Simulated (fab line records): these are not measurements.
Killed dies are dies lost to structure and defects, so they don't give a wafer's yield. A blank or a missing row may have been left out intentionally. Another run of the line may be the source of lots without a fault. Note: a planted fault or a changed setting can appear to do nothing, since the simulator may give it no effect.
The tool behind it: which one? :: flow sky130 :: 12 lots with 36 wafers sampled at 5 steps, on a route of 708 steps

WHAT EACH GAUGE READ, for each wafer
SKY_SONOS_ONO_THK_MEAS_03. Usual: for SONOS_ONO_CVD_02_THK the level is 10.50 nm and the standard deviation is 0.15.
lot: L826
measured: day 11 15:36
on: film-metro-01
SONOS_ONO_CVD_02_THK (nm): 10.61 10.42 10.46
flag: 

lot: L828
measured: day 12 11:38
on: film-metro-04
SONOS_ONO_CVD_02_THK (nm): 10.54 10.56 10.67
flag: 

lot: L829
measured: day 12 12:59
on: film-metro-01
SONOS_ONO_CVD_02_THK (nm): 10.73 10.72 10.62
flag: 

lot: L830
measured: day 12 23:34
on: film-metro-02
SONOS_ONO_CVD_02_THK (nm): 10.69 10.61 10.72
flag: 

lot: L831
measured: day 13 02:45
on: film-metro-01
SONOS_ONO_CVD_02_THK (nm): 10.19 10.18 10.16
flag: 

lot: L833
measured: day 13 22:38
on: film-metro-04
SONOS_ONO_CVD_02_THK (nm): 10.48 10.47 10.55
flag: 

lot: L834
measured: day 14 09:15
on: film-metro-02
SONOS_ONO_CVD_02_THK (nm): 10.48 10.50 10.52
flag: 

lot: L836
measured: day 15 05:15
on: film-metro-01
SONOS_ONO_CVD_02_THK (nm): 10.37 10.39 10.33
flag: 

lot: L839
measured: day 16 02:08
on: film-metro-02
SONOS_ONO_CVD_02_THK (nm): 10.55 10.67 10.53
flag: 

lot: L841
measured: day 16 16:54
on: film-metro-02
SONOS_ONO_CVD_02_THK (nm): 10.49 10.50 10.57
flag: 

lot: L848
measured: day 18 21:07
on: film-metro-02
SONOS_ONO_CVD_02_THK (nm): 10.48 10.50 10.34
flag: 

lot: L849
measured: day 19 13:35
on: film-metro-01
SONOS_ONO_CVD_02_THK (nm): 10.33 10.46 10.36
flag: 

SKY_POLY_GATE_CD_MEAS_13: target cd 150 nm. Usual: cd-nm at 149.8 nm, with a standard deviation of 1.5.
lot: L826
measured: day 16 10:03
on: cd-sem-01
cd-nm (nm): 149.4 149.3 148.3
flag: 

lot: L828
measured: day 17 07:38
on: cd-sem-02
cd-nm (nm): 148.8 148.1 147.4
flag: 

lot: L829
measured: day 17 09:44
on: cd-sem-01
cd-nm (nm): 150.5 149.2 150.8
flag: 

lot: L830
measured: day 17 21:20
on: cd-sem-01
cd-nm (nm): 149.1 148.4 148.7
flag: 

lot: L831
measured: day 18 01:59
on: cd-sem-01
cd-nm (nm): 149.8 148.6 148.4
flag: 

lot: L833
measured: day 18 23:32
on: cd-sem-02
cd-nm (nm): 150.3 149.3 149.1
flag: 

lot: L834
measured: day 19 16:38
on: cd-sem-02
cd-nm (nm): 151.0 151.8 150.3
flag: 

lot: L836
measured: day 20 14:04
on: cd-sem-01
cd-nm (nm): 149.5 150.4 149.6
flag: 

lot: L839
measured: day 21 13:52
on: cd-sem-02
cd-nm (nm): 162.6 162.0 162.4
flag: OFF

lot: L841
measured: day 22 03:05
on: cd-sem-02
cd-nm (nm): 150.6 148.3 148.9
flag: 

lot: L848
measured: day 24 09:09
on: cd-sem-02
cd-nm (nm): 150.9 150.9 151.8
flag: 

lot: L849
measured: day 25 01:38
on: cd-sem-02
cd-nm (nm): 150.5 151.5 150.2
flag: 

SKY_LDD_P_TW_MEAS_11. Usual: for LDD_P_TW the level is 640 and the standard deviation is 3.7.
lot: L826
measured: day 19 00:19
on: film-metro-04
LDD_P_TW: 646 643 646
flag: 

lot: L828
measured: day 20 02:21
on: film-metro-03
LDD_P_TW: 633 635 635
flag: 

lot: L829
measured: day 20 02:15
on: film-metro-02
LDD_P_TW: 637 637 637
flag: 

lot: L830
measured: day 20 15:06
on: film-metro-03
LDD_P_TW: 634 633 633
flag: 

lot: L831
measured: day 20 19:57
on: film-metro-02
LDD_P_TW: 639 643 639
flag: 

lot: L833
measured: day 21 17:42
on: film-metro-03
LDD_P_TW: 641 638 643
flag: 

lot: L834
measured: day 22 08:45
on: film-metro-04
LDD_P_TW: 642 641 639
flag: 

lot: L836
measured: day 23 10:00
on: film-metro-02
LDD_P_TW: 636 633 636
flag: 

lot: L839
measured: day 24 06:28
on: film-metro-03
LDD_P_TW: 640 639 638
flag: 

lot: L841
measured: day 24 19:11
on: film-metro-02
LDD_P_TW: 640 638 637
flag: 

lot: L848
measured: day 27 00:12
on: film-metro-02
LDD_P_TW: 638 638 639
flag: 

lot: L849
measured: day 27 15:38
on: film-metro-02
LDD_P_TW: 642 638 642
flag: 

WHICH TOOL RAN EACH LOT (tool, then ch and the chambers of the sampled wafers, then the start)
lot: L826
SKY_NWELL_RTA_28: rtp-anneal-01 ch 0, day 5 08:30
SKY_POLY_GATE_EXPOSE_10: krf-scanner-01 ch 0, day 15 20:25

lot: L828
SKY_NWELL_RTA_28: rtp-anneal-02 ch 0, day 5 23:53
SKY_POLY_GATE_EXPOSE_10: krf-scanner-02 ch 0, day 16 17:47

lot: L829
SKY_NWELL_RTA_28: rtp-anneal-01 ch 0, day 6 00:05
SKY_POLY_GATE_EXPOSE_10: krf-scanner-01 ch 0, day 16 19:13

lot: L830
SKY_NWELL_RTA_28: rtp-anneal-01 ch 0, day 6 09:38
SKY_POLY_GATE_EXPOSE_10: krf-scanner-01 ch 0, day 17 06:26

lot: L831
SKY_NWELL_RTA_28: rtp-anneal-02 ch 0, day 6 13:08
SKY_POLY_GATE_EXPOSE_10: krf-scanner-02 ch 0, day 17 11:55

lot: L833
SKY_NWELL_RTA_28: rtp-anneal-01 ch 0, day 7 02:20
SKY_POLY_GATE_EXPOSE_10: krf-scanner-02 ch 0, day 18 09:01

lot: L834
SKY_NWELL_RTA_28: rtp-anneal-01 ch 0, day 7 09:17
SKY_POLY_GATE_EXPOSE_10: krf-scanner-02 ch 0, day 19 00:56

lot: L836
SKY_NWELL_RTA_28: rtp-anneal-02 ch 0, day 8 01:49
SKY_POLY_GATE_EXPOSE_10: krf-scanner-02 ch 0, day 19 23:11

lot: L839
SKY_NWELL_RTA_28: rtp-anneal-01 ch 0, day 8 18:40
SKY_POLY_GATE_EXPOSE_10: krf-scanner-02 ch 0, day 20 23:02

lot: L841
SKY_NWELL_RTA_28: rtp-anneal-01 ch 0, day 9 05:14
SKY_POLY_GATE_EXPOSE_10: krf-scanner-02 ch 0, day 21 12:22

lot: L848
SKY_NWELL_RTA_28: rtp-anneal-02 ch 0, day 10 19:52
SKY_POLY_GATE_EXPOSE_10: krf-scanner-02 ch 0, day 23 19:09

lot: L849
SKY_NWELL_RTA_28: rtp-anneal-02 ch 0, day 11 10:44
SKY_POLY_GATE_EXPOSE_10: krf-scanner-02 ch 0, day 24 10:50
- SKY_NWELL_RTA_28: time 30 s.
- SKY_POLY_GATE_EXPOSE_10: exposes mask P1M, target cd 150 nm.

WHAT THE TOOLS THEMSELVES READ (means of the sampled wafers that have a number; where no wafer has one, the mark that the record gives instead)
SKY_NWELL_RTA_28. Usual: lamp-power-pct 25.30 %, standard deviation 0.051; wafer_temp_C_max 1055.0, standard deviation 1.1.
lot: L826
tool: rtp-anneal-01
lamp-power-pct (%): 25.31
wafer_temp_C_max: 1055.2
flag: 

lot: L828
tool: rtp-anneal-02
lamp-power-pct (%): 25.28
wafer_temp_C_max: 1056.0
flag: 

lot: L829
tool: rtp-anneal-01
lamp-power-pct (%): 25.30
wafer_temp_C_max: 1055.5
flag: 

lot: L830
tool: rtp-anneal-01
lamp-power-pct (%): 25.30
wafer_temp_C_max: 1054.1
flag: 

lot: L831
tool: rtp-anneal-02
lamp-power-pct (%): 25.32
wafer_temp_C_max: 1054.8
flag: 

lot: L833
tool: rtp-anneal-01
lamp-power-pct (%): 25.28
wafer_temp_C_max: 1055.5
flag: 

lot: L834
tool: rtp-anneal-01
lamp-power-pct (%): 25.28
wafer_temp_C_max: 1055.2
flag: 

lot: L836
tool: rtp-anneal-02
lamp-power-pct (%): 25.31
wafer_temp_C_max: 1053.8
flag: 

lot: L839
tool: rtp-anneal-01
lamp-power-pct (%): 25.34
wafer_temp_C_max: 1055.7
flag: 

lot: L841
tool: rtp-anneal-01
lamp-power-pct (%): 25.33
wafer_temp_C_max: 1055.8
flag: 

lot: L848
tool: rtp-anneal-02
lamp-power-pct (%): 25.29
wafer_temp_C_max: 1055.4
flag: 

lot: L849
tool: rtp-anneal-02
lamp-power-pct (%): 25.36
wafer_temp_C_max: 1053.5
flag: 

SKY_POLY_GATE_EXPOSE_10. Usual: stage-vel-mm-s 499.98 mm/s, standard deviation 0.24.
lot: L826
tool: krf-scanner-01
stage-vel-mm-s (mm/s): 499.88
flag: 

lot: L828
tool: krf-scanner-02
stage-vel-mm-s (mm/s): 500.13
flag: 

lot: L829
tool: krf-scanner-01
stage-vel-mm-s (mm/s): 499.76
flag: 

lot: L830
tool: krf-scanner-01
stage-vel-mm-s (mm/s): 499.99
flag: 

lot: L831
tool: krf-scanner-02
stage-vel-mm-s (mm/s): 499.81
flag: 

lot: L833
tool: krf-scanner-02
stage-vel-mm-s (mm/s): 500.19
flag: 

lot: L834
tool: krf-scanner-02
stage-vel-mm-s (mm/s): 500.10
flag: 

lot: L836
tool: krf-scanner-02
stage-vel-mm-s (mm/s): 500.52
flag: 

lot: L839
tool: krf-scanner-02
stage-vel-mm-s (mm/s): 499.82
flag: 

lot: L841
tool: krf-scanner-02
stage-vel-mm-s (mm/s): 499.89
flag: 

lot: L848
tool: krf-scanner-02
stage-vel-mm-s (mm/s): 499.84
flag: 

lot: L849
tool: krf-scanner-02
stage-vel-mm-s (mm/s): 499.80
flag: 

THE ANSWER, worked out from the rows above alone
Rule: a lot is off if the mean of its wafers that have a number lies more than 3 standard deviations from the usual mean. A lot without any number at a reading at which 4 lots or more have one is off too. Any other lot the step has rows for is counted as sound. After the gauges, taken in route order, come the tools' own readings; for these a lot's mean is taken, as printed above. At the first step where some lot is off, the reading lying furthest off is the one used; lots without a number count as furthest.
Off: L839 (SKY_POLY_GATE_CD_MEAS_13, cd-nm).
If a tool, at a process step before that reading, ran all the lots that are off and no sound lot after the first of them, it fits. Those tools and the gauges at SKY_POLY_GATE_CD_MEAS_13 are tried in the same way. None of those tried fits.

WHAT THE SIMULATOR PUT IN
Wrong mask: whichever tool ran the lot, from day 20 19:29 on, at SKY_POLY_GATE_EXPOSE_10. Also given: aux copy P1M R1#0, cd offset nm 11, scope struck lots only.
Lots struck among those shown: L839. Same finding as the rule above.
